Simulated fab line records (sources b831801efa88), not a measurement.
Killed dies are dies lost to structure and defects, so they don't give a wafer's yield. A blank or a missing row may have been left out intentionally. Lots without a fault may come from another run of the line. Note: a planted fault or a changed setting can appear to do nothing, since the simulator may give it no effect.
What tool caused it? + flow sky130 + 36 wafers from 12 lots sampled at 4 of the route's 708 steps

## WHAT EACH GAUGE READ, for each wafer
SKY_VIA1_THK_MEAS_01. Usual: for VIA1_HDPCVD_THK the level is 1072 nm and the standard deviation is 11.
| lot  | measured     | on            | VIA1_HDPCVD_THK (nm) | flag |
|------|--------------|---------------|----------------------|------|
| L578 | day 33 04:16 | film-metro-04 | 1073 1059 1055       |      |
| L579 | day 33 07:52 | film-metro-01 | 1071 1057 1072       |      |
| L581 | day 34 04:06 | film-metro-02 | 1073 1073 1063       |      |
| L583 | day 34 18:28 | film-metro-01 | 1073 1081 1066       |      |
| L582 | day 35 04:46 | film-metro-04 | 1073 1071 1057       |      |
| L585 | day 35 15:37 | film-metro-01 | 1061 1067 1060       |      |
| L586 | day 36 00:16 | film-metro-04 | 1062 1067 1068       |      |
| L587 | day 36 06:23 | film-metro-01 | 1054 1085 1063       |      |
| L589 | day 36 19:34 | film-metro-02 | 1074 1089 1079       |      |
| L590 | day 37 00:31 | film-metro-04 | 1081 1088 1081       |      |
| L595 | day 38 18:04 | film-metro-01 | 1052 1065 1052       |      |
| L596 | day 38 22:52 | film-metro-01 | 1076 1072 1067       |      |

SKY_VIA1_CD_MEAS_12: target cd 150 nm. Usual: 149.3 nm for cd-nm, sd 1.6.
| lot  | measured     | on        | cd-nm (nm)        | flag |
|------|--------------|-----------|-------------------|------|
| L578 | day 34 07:02 | cd-sem-01 | 150.9 149.8 149.0 |      |
| L579 | day 34 10:34 | cd-sem-01 | 151.7 151.6 149.6 |      |
| L581 | day 35 07:02 | cd-sem-01 | 149.0 149.0 149.4 |      |
| L583 | day 35 21:37 | cd-sem-01 | 146.1 146.9 147.3 |      |
| L582 | day 36 07:57 | cd-sem-01 | 147.8 148.9 148.2 |      |
| L585 | day 36 18:26 | cd-sem-02 | 148.3 148.0 148.3 |      |
| L586 | day 37 02:18 | cd-sem-02 | 148.4 148.1 147.9 |      |
| L587 | day 37 08:53 | cd-sem-02 | 150.0 149.2 150.7 |      |
| L589 | day 37 21:12 | cd-sem-02 | 150.4 148.9 150.2 |      |
| L590 | day 38 02:31 | cd-sem-01 | 149.6 152.8 150.5 |      |
| L595 | day 39 19:02 | cd-sem-01 | 151.6 152.2 152.0 |      |
| L596 | day 39 23:32 | cd-sem-02 | 151.8 151.4 152.3 |      |

## TOOL THAT RAN EACH LOT (tool first, then ch and the chambers of the sampled wafers, then the start)
| lot  | SKY_METAL1_SPUTTER_02        | SKY_METAL1_METAL_ETCH_19          |
|------|------------------------------|-----------------------------------|
| L578 | pvd-sputter-02, day 32 00:10 | rie-metal-02 ch 0,1, day 33 03:29 |
| L579 | pvd-sputter-02, day 32 04:13 | rie-metal-01 ch 0,1, day 33 07:01 |
| L581 | pvd-sputter-01, day 33 00:22 | rie-metal-01 ch 0,1, day 34 03:16 |
| L583 | pvd-sputter-02, day 33 14:33 | rie-metal-01 ch 0,1, day 34 17:40 |
| L582 | pvd-sputter-04, day 34 00:53 | rie-metal-01 ch 0,1, day 35 03:58 |
| L585 | pvd-sputter-01, day 34 11:21 | rie-metal-02 ch 0,1, day 35 14:19 |
| L586 | pvd-sputter-04, day 34 20:37 | rie-metal-04 ch 0,1, day 35 23:17 |
| L587 | pvd-sputter-01, day 35 02:14 | rie-metal-01 ch 0,1, day 36 05:29 |
| L589 | pvd-sputter-02, day 35 16:10 | rie-metal-04 ch 0,1, day 36 18:20 |
| L590 | pvd-sputter-01, day 35 22:13 | rie-metal-02 ch 0,1, day 36 23:22 |
| L595 | pvd-sputter-04, day 37 14:58 | rie-metal-01 ch 0,1, day 38 17:16 |
| L596 | pvd-sputter-01, day 37 19:52 | rie-metal-02 ch 0,1, day 38 22:04 |
- SKY_METAL1_SPUTTER_02: material AlCu, target thk 250 nm, time 13.3 s.
- SKY_METAL1_METAL_ETCH_19: etches the open film in Cl2/BCl3, stops on SiO2, target depth 360 nm, time 76.42 s.

## WHAT THE TOOLS THEMSELVES READ (means of the sampled wafers that have a number; where no wafer has one, the mark that the record gives instead)
SKY_METAL1_SPUTTER_02. Usual: 29.8 % for throttle-valve-pct, sd 0.96.
| lot  | tool           | throttle-valve-pct (%) | flag |
|------|----------------|------------------------|------|
| L578 | pvd-sputter-02 | 29.7                   |      |
| L579 | pvd-sputter-02 | 30.2                   |      |
| L581 | pvd-sputter-01 | 30.3                   |      |
| L583 | pvd-sputter-02 | 29.6                   |      |
| L582 | pvd-sputter-04 | 30.6                   |      |
| L585 | pvd-sputter-01 | 30.0                   |      |
| L586 | pvd-sputter-04 | 31.0                   |      |
| L587 | pvd-sputter-01 | 28.7                   |      |
| L589 | pvd-sputter-02 | 29.0                   |      |
| L590 | pvd-sputter-01 | 28.9                   |      |
| L595 | pvd-sputter-04 | 30.5                   |      |
| L596 | pvd-sputter-01 | 29.4                   |      |

SKY_METAL1_METAL_ETCH_19. Usual: drypump-motor-current-A 5.42 A, standard deviation 0.29; oes-product-au 0.865 a.u., standard deviation 0.0056; throttle-valve-pct 22.264 %, standard deviation 0.0093.
| lot  | tool         | drypump-motor-current-A (A) | oes-product-au (a.u.) | throttle-valve-pct (%) | flag |
|------|--------------|-----------------------------|-----------------------|------------------------|------|
| L578 | rie-metal-02 | 5.53                        | 0.871                 | 22.264                 |      |
| L579 | rie-metal-01 | 5.20                        | 0.869                 | 22.263                 |      |
| L581 | rie-metal-01 | 5.21                        | 0.859                 | 22.262                 |      |
| L583 | rie-metal-01 | 5.20                        | 0.866                 | 22.280                 |      |
| L582 | rie-metal-01 | 5.15                        | 0.863                 | 22.271                 |      |
| L585 | rie-metal-02 | 5.60                        | 0.862                 | 22.265                 |      |
| L586 | rie-metal-04 | 5.70                        | 0.865                 | 22.262                 |      |
| L587 | rie-metal-01 | 5.17                        | 0.867                 | 22.268                 |      |
| L589 | rie-metal-04 | 5.93                        | 0.863                 | 22.255                 |      |
| L590 | rie-metal-02 | 5.59                        | 0.870                 | 22.269                 |      |
| L595 | rie-metal-01 | 5.21                        | 0.870                 | 22.265                 |      |
| L596 | rie-metal-02 | 5.53                        | 0.869                 | 22.262                 |      |

## THE ANSWER, worked out from the rows above alone
Rule: take the mean of a lot's wafers that have a number; if it is more than 3 standard deviations from the usual mean, the lot is off. Also off: a lot with no number at a reading for which 4 or more lots have one. The other lots that the step has rows for count as sound. First the gauges in route order, then the tools' own readings, where a lot's mean is used as printed above. At the first step where some lot is off, the reading lying furthest off is the one used; lots without a number count as furthest.
None of the lots is off at any reading shown; this tells nothing.

## WHAT WAS PUT IN BY THE SIMULATOR
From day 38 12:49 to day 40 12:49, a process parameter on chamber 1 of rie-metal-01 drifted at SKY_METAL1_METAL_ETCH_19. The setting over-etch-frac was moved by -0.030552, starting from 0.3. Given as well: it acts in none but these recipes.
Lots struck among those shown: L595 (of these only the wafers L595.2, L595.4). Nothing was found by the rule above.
